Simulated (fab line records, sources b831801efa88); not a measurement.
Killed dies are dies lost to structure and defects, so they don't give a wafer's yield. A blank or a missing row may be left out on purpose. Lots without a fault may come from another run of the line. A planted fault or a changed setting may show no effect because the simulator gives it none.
Chamber matching | flow sky130 | SKY_VIA2_ETCH_14 on rie_diel-03: 4 sister chambers
The step etches BARC in N2/H2, stops on SiO2, time 45.9 s, target depth 60 nm. 16 wafers are shown with their chamber, then 8 later ones without.

WAFERS WITH THEIR CHAMBER
wafer  | chamber | drypump_motor_current_A (A) | oes_product_au (a.u.) | chamber_pressure_mTorr (mTorr)
L075.1 | 2       | 5.9                         | 0.852                 | 30.022
L075.4 | 3       | 6.2                         | 0.857                 | 30.037
L075.5 | 3       | 6.2                         | 0.855                 | 29.985
L079.1 | 3       | 6.2                         | 0.852                 | 30.004
L079.3 | 0       | 5.3                         | 0.858                 | 30.052
L079.4 | 1       | 6.0                         | 0.852                 | 30.024
L080.2 | 3       | 6.2                         | 0.862                 | 30.050
L080.3 | 0       | 5.2                         | 0.855                 | 30.075
L080.6 | 3       | 6.2                         | 0.855                 | 29.986
L083.2 | 1       | 5.9                         | 0.861                 | 30.036
L083.3 | 0       | 5.3                         | 0.852                 | 30.020
L083.4 | 0       | 5.3                         | 0.871                 | 29.959
L088.3 | 0       | 5.3                         | 0.858                 | 30.006
L088.4 | 3       | 6.2                         | 0.851                 | 29.973
L088.6 | 3       | 6.2                         | 0.863                 | 30.045
L090.2 | 3       | 6.2                         | 0.857                 | 29.937

SIGNATURES (means of the wafers above)
reading                 | chamber 0 | chamber 1 | chamber 2 | chamber 3 | scatter within a chamber
drypump_motor_current_A | 5.280     | 5.950     | 5.900     | 6.200     | 0.0329
oes_product_au          | 0.85880   | 0.85650   | 0.85200   | 0.85650   | 0.00562
chamber_pressure_mTorr  | 30.02240  | 30.03000  | 30.02200  | 30.00212  | 0.0398
Rule: a wafer's distance from a chamber is the root of the sum, over the readings, of the square of ((its reading less the chamber's mean) divided by the reading's scatter). The wafer belongs to the nearest chamber; if the next one is less than 2 further off, it can't be placed. The scatter: the root of (the sum of the squares of (reading less its chamber's mean) over the shown wafers, divided by (wafers less chambers)).

WAFERS WITHOUT THEIR CHAMBER
wafer  | drypump_motor_current_A (A) | oes_product_au (a.u.) | chamber_pressure_mTorr (mTorr)
L090.4 | 5.2                         | 0.862                 | 29.982
L090.5 | 5.3                         | 0.862                 | 29.955
L093.1 | 5.9                         | 0.864                 | 29.966
L093.2 | 6.0                         | 0.854                 | 29.992
L093.3 | 5.3                         | 0.848                 | 29.966
L097.2 | 5.9                         | 0.863                 | 30.037
L097.4 | 5.2                         | 0.854                 | 30.005
L097.5 | 5.9                         | 0.857                 | 29.987

WHICH CHAMBER EACH WENT THROUGH
wafer  | from the rows above     | in truth
L090.4 | 0                       | 0
L090.5 | 0                       | 0
L093.1 | can't be placed: 2 or 1 | 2
L093.2 | can't be placed: 1 or 2 | 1
L093.3 | 0                       | 0
L097.2 | can't be placed: 1 or 2 | 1
L097.4 | 0                       | 0
L097.5 | can't be placed: 2 or 1 | 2
Placed correctly: 4 of 8. Can't be placed from these rows: 4 (the true chamber is among the candidates in 4). Placed wrongly: 0.
